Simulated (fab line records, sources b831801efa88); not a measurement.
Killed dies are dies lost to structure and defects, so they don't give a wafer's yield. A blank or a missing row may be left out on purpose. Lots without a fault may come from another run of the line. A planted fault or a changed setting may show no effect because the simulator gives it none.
Which tool did it? | flow sky130 | 11 lots, 33 wafers sampled, at 5 steps of a route of 708

WHAT THE GAUGES READ, wafer by wafer
SKY_LI_CONTACT_BOW_MEAS_03.
lot  | measured     | on            | LI_CONTACT_BOW (um)
L598 | day 28 13:17 | film_metro-03 | 57 52 51
L599 | day 29 02:56 | film_metro-04 | 60 66 56
L604 | day 30 20:16 | film_metro-03 | 47 52 57
L607 | day 32 04:01 | film_metro-01 | 58 58 58
L611 | day 33 11:51 | film_metro-01 | 53 52 56
L612 | day 33 17:59 | film_metro-01 | 47 56 53
L614 | day 34 00:38 | film_metro-01 | 44 66 57
L616 | day 34 20:52 | film_metro-04 | 60 59 53
L618 | day 35 09:16 | film_metro-03 | 60 67 52
L619 | day 35 11:59 | film_metro-03 | 64 49 52
L620 | day 35 13:20 | film_metro-04 | 47 45 50

SKY_LOCAL_INTERCONNECT_RS_MEAS_01: measures by four-point-probe.
lot  | measured     | on            | LOCAL_INTERCONNECT_TIN_RS (ohm/sq)
L598 | day 29 19:52 | film_metro-04 | 13.94 14.46 14.23
L599 | day 30 08:38 | film_metro-03 | 14.23 14.55 14.56
L604 | day 32 02:20 | film_metro-02 | 14.03
L607 | day 33 09:16 | film_metro-04 | 14.16 14.02 14.36
L611 | day 34 16:56 | film_metro-02 | 14.34 14.06 14.38
L612 | day 34 22:37 | film_metro-02 | 14.07 14.42 14.17
L614 | day 35 05:04 | film_metro-02 | 14.34 14.42 14.28
L616 | day 36 01:37 | film_metro-02 | 14.21 14.35 14.43
L618 | day 36 12:13 | film_metro-03 | 14.49 14.16 14.26
L619 | day 36 15:45 | film_metro-02 | 14.30 14.31 13.98
L620 | day 36 16:47 | film_metro-04 | 14.23 14.35 14.02

WHICH TOOL RAN EACH LOT (tool, then ch and the chambers of the sampled wafers, then the start)
lot  | SKY_LI_CONTACT_ETCH_15             | SKY_LI_CONTACT_STRIP_16              | SKY_LI_CONTACT_CMP_24
L598 | rie_diel-04 ch 0,1,2, day 29 18:39 | plasma_asher-01 ch 0,1, day 29 18:44 | cmp-02 ch 1,2,3, day 29 19:29
L599 | rie_diel-04 ch 0,1,3, day 30 07:26 | plasma_asher-03 ch 0, day 30 07:31   | cmp-01 ch 0,2,3, day 30 08:15
L604 | rie_diel-01 ch 0,3, day 32 01:06   | plasma_asher-04 ch 0,1, day 32 01:13 | cmp-02 ch 0,1,3, day 32 01:56
L607 | rie_diel-04 ch 0,2,3, day 33 08:05 | plasma_asher-03 ch 0,1, day 33 08:10 | cmp-02 ch 0,2,3, day 33 08:57
L611 | rie_diel-04 ch 1,2,3, day 34 15:44 | plasma_asher-01 ch 0,1, day 34 15:49 | cmp-01 ch 0,1,2, day 34 16:33
L612 | rie_diel-02 ch 1,2, day 34 21:24   | plasma_asher-03 ch 0,1, day 34 21:29 | cmp-02 ch 2,3, day 34 22:13
L614 | rie_diel-02 ch 2,3, day 35 03:51   | plasma_asher-03 ch 1, day 35 03:56   | cmp-02 ch 1,2,3, day 35 04:40
L616 | rie_diel-04 ch 0,2,3, day 36 00:26 | plasma_asher-04 ch 0,1, day 36 00:31 | cmp-01 ch 0,3, day 36 01:15
L618 | rie_diel-04 ch 0,2, day 36 11:02   | plasma_asher-04 ch 0,1, day 36 11:07 | cmp-01 ch 0,1, day 36 11:51
L619 | rie_diel-01 ch 0,2,3, day 36 14:32 | plasma_asher-01 ch 0,1, day 36 14:37 | cmp-01 ch 0,1,2, day 36 15:32
L620 | rie_diel-02 ch 0,2,3, day 36 15:32 | plasma_asher-03 ch 0,1, day 36 15:37 | cmp-02 ch 0,1,2, day 36 16:23
- SKY_LI_CONTACT_ETCH_15: etches PSG in C4F8/O2/Ar, stops on Si, target depth 600 nm.
- SKY_LI_CONTACT_STRIP_16: strips in O2/N2.
- SKY_LI_CONTACT_CMP_24: polishes, stops on PSG, t overpolish 20 s, target thk 0 nm.

WHAT THE TOOLS THEMSELVES READ (means of the sampled wafers that have a number; where no wafer has one, the mark that the record gives instead)
SKY_LI_CONTACT_ETCH_15.
lot  | tool        | chamber_pressure_mTorr (mTorr) | oes_product_au (a.u.)
L598 | rie_diel-04 | 40.02                          | 0.834
L599 | rie_diel-04 | 40.02                          | 0.842
L604 | rie_diel-01 | 40.03                          | 0.785
L607 | rie_diel-04 | 40.00                          | 0.835
L611 | rie_diel-04 | 39.99                          | 0.834
L612 | rie_diel-02 | 39.98                          | 0.836
L614 | rie_diel-02 | 40.01                          | 0.839
L616 | rie_diel-04 | 40.02                          | 0.836
L618 | rie_diel-04 | 40.01                          | 0.833
L619 | rie_diel-01 | 39.98                          | 0.840
L620 | rie_diel-02 | 39.99                          | 0.835

SKY_LI_CONTACT_STRIP_16.
lot  | tool            | chamber_pressure_mTorr (mTorr) | drypump_motor_current_A (A) | o2_flow_sccm (sccm) | oes_product_au (a.u.) | strip_time_to_endpoint_s (s)
L598 | plasma_asher-01 | 1499.5                         | 5.7                         | 2997                | 0.376                 | 3.48
L599 | plasma_asher-03 | 1500.3                         | 5.0                         | 2996                | 0.377                 | 3.52
L604 | plasma_asher-04 | 1499.8                         | 5.8                         | 3007                | 0.393                 | 3.94
L607 | plasma_asher-03 | 1499.9                         | 5.7                         | 2999                | 0.383                 | 3.53
L611 | plasma_asher-01 | 1500.9                         | 5.7                         | 3003                | 0.375                 | 3.50
L612 | plasma_asher-03 | 1500.9                         | 5.4                         | 3005                | 0.373                 | 3.55
L614 | plasma_asher-03 | 1499.7                         | 6.0                         | 2992                | 0.382                 | 3.53
L616 | plasma_asher-04 | 1499.2                         | 5.9                         | 3004                | 0.373                 | 3.51
L618 | plasma_asher-04 | 1500.8                         | 5.8                         | 3001                | 0.383                 | 3.57
L619 | plasma_asher-01 | 1498.4                         | 5.7                         | 3003                | 0.374                 | 3.49
L620 | plasma_asher-03 | 1499.9                         | 5.7                         | 2998                | 0.372                 | 3.47

SKY_LI_CONTACT_CMP_24.
lot  | tool   | head_pressure_psi (psi) | motor_current_A (A) | slurry_flow_ml_min
L598 | cmp-02 | 3.508                   | 12.4                | 150.2
L599 | cmp-01 | 3.501                   | 10.8                | 150.3
L604 | cmp-02 | 3.498                   | 11.4                | 150.4
L607 | cmp-02 | 3.499                   | 12.4                | 150.2
L611 | cmp-01 | 3.503                   | 11.5                | 149.6
L612 | cmp-02 | 3.496                   | 13.8                | 149.4
L614 | cmp-02 | 3.497                   | 11.8                | 150.2
L616 | cmp-01 | 3.494                   | 9.6                 | 150.2
L618 | cmp-01 | 3.503                   | 11.1                | 149.8
L619 | cmp-01 | 3.505                   | 11.3                | 149.7
L620 | cmp-02 | 3.496                   | 11.4                | 150.1

THE ANSWER, worked out from the rows above alone
Rule: what is usual is taken from the lots themselves. Put in order of their means at a reading, lots are off if they are a third of the lots or fewer, leave a main group of 4 or more, and stand apart from it by a gap of 3 or more times the standard deviation of the main group's means; of several such gaps the widest counts. A main group whose means are all the same, to the digits that the tables above print for the reading, isn't used. A lot without any number at a reading at which 4 lots or more have one is off too. The other lots that the step has rows for count as sound. The gauges are gone through in route order, then the tools' own readings, and for those a lot's mean is taken as printed above. The first step at which some lot is off is used, and at that step the reading that is off furthest; a lot without a number counts as furthest.
Off: L604, at SKY_LI_CONTACT_ETCH_15 (oes_product_au). The main group: mean 0.836 a.u., standard deviation 0.0028.
A tool fits if, at that step or a process step before it, it ran every lot that is off, and no sound lot after the first of them. None of those tried fits.

WHAT THE SIMULATOR HAD PUT IN
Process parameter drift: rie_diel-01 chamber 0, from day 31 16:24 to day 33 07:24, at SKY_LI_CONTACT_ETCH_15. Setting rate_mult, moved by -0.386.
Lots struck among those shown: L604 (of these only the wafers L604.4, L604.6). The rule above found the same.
